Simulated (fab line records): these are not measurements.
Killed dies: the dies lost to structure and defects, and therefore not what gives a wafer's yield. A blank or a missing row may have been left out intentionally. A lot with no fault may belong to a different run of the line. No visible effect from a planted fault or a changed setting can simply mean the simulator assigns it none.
Chamber matching    flow gf180mcu    GF_CONTACT_CMP_04 on cmp-01: 4 sister chambers
The step polishes SiO2. 7 wafers are shown with their chamber, then 7 later ones without.

## EACH WAFER AND ITS CHAMBER
wafer   chamber  motor current A (A)  time to endpoint s (s)
L652.1  0        11.8                 109
L653.1  0        11.4                 108
L656.3  3        10.2                 113
L658.1  2        13.2                 105
L658.6  1        11.7                 118
L659.3  1        11.3                 118
L659.4  2        12.6                 120

## WAFERS WITH NO CHAMBER GIVEN
wafer   motor current A (A)  time to endpoint s (s)
L659.5  12.5                 118
L668.2  10.8                 109
L668.4  12.3                 111
L668.5  13.3                 116
L669.1  11.5                 102
L669.2  12.9                 102
L669.3  10.7                 102

## CHAMBER TAKEN BY EACH
wafer   from the rows above           in truth
L659.5  can't be placed: 2 or 1 or 0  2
L668.2  can't be placed: 3 or 0 or 1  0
L668.4  can't be placed: 2 or 0 or 1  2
L668.5  2                             2
L669.1  can't be placed: 0 or 1       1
L669.2  2                             2
L669.3  can't be placed: 3 or 0 or 1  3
Correctly placed: 2 of 7. Unplaceable from these rows: 5, with the true chamber sitting among the candidates in 5. Number placed wrongly: 0.
How it was worked out, from the rows above alone: a wafer's distance from a chamber is the root of the sum, over the readings, of the square of ((its reading less the chamber's mean) divided by the reading's scatter). The wafer belongs to the nearest chamber; if the next one is less than 2 further off, it can't be placed. For every chamber, the mean is computed from those of its wafers that are shown. The scatter: take each reading less its chamber's mean, square it, sum over the shown wafers, divide by the number of wafers less the number of chambers, and take the root.
